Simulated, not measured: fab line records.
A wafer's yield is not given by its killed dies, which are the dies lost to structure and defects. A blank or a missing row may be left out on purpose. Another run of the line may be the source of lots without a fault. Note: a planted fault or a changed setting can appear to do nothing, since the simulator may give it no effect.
Chamber matching	flow sfq line	4 sister chambers for SFQ_TRILAYER_I0_CMP_CMP_028 on cmp-02
The step polishes SiO2. 8 wafers are shown with their chamber, then 7 later ones without.

## WAFERS WITH THEIR CHAMBER
wafer	chamber	motor current A (A)	time to endpoint s (s)
L799.4	1	8.7	230
L799.6	1	8.9	229
L802.1	0	9.1	220
L802.5	2	10.7	214
L805.2	2	10.5	203
L807.5	3	9.6	225
L814.2	3	9.8	214
L814.3	0	9.6	213

## WAFERS WITHOUT THEIR CHAMBER
wafer	motor current A (A)	time to endpoint s (s)
L814.5	10.3	218
L816.2	9.7	212
L816.3	9.9	205
L816.6	10.2	218
L817.1	9.3	217
L817.3	10.0	218
L817.5	9.0	232

## CHAMBER TAKEN BY EACH
wafer	from the rows above	in truth
L814.5	can't be placed: 2 or 3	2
L816.2	can't be placed: 3 or 0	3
L816.3	can't be placed: 3 or 0 or 2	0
L816.6	can't be placed: 3 or 2 or 0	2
L817.1	can't be placed: 0 or 3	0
L817.3	can't be placed: 3 or 0 or 2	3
L817.5	1	1
Placed correctly: 1 of 7. Can't be placed from these rows: 6 (the true chamber is among the candidates in 6). Wrongly placed: 0.
How it was worked out, from the rows above alone: a wafer's distance from a chamber is the root of the sum, over the readings, of the square of ((its reading less the chamber's mean) divided by the reading's scatter). If the next closest chamber is less than 2 further off than the closest, the wafer can't be placed; otherwise it belongs to the closest. For every chamber, the mean is computed from those of its wafers that are shown. The scatter is the square root of a quotient: the sum, over the shown wafers, of each reading's squared deviation from its chamber's mean, divided by wafers minus chambers.
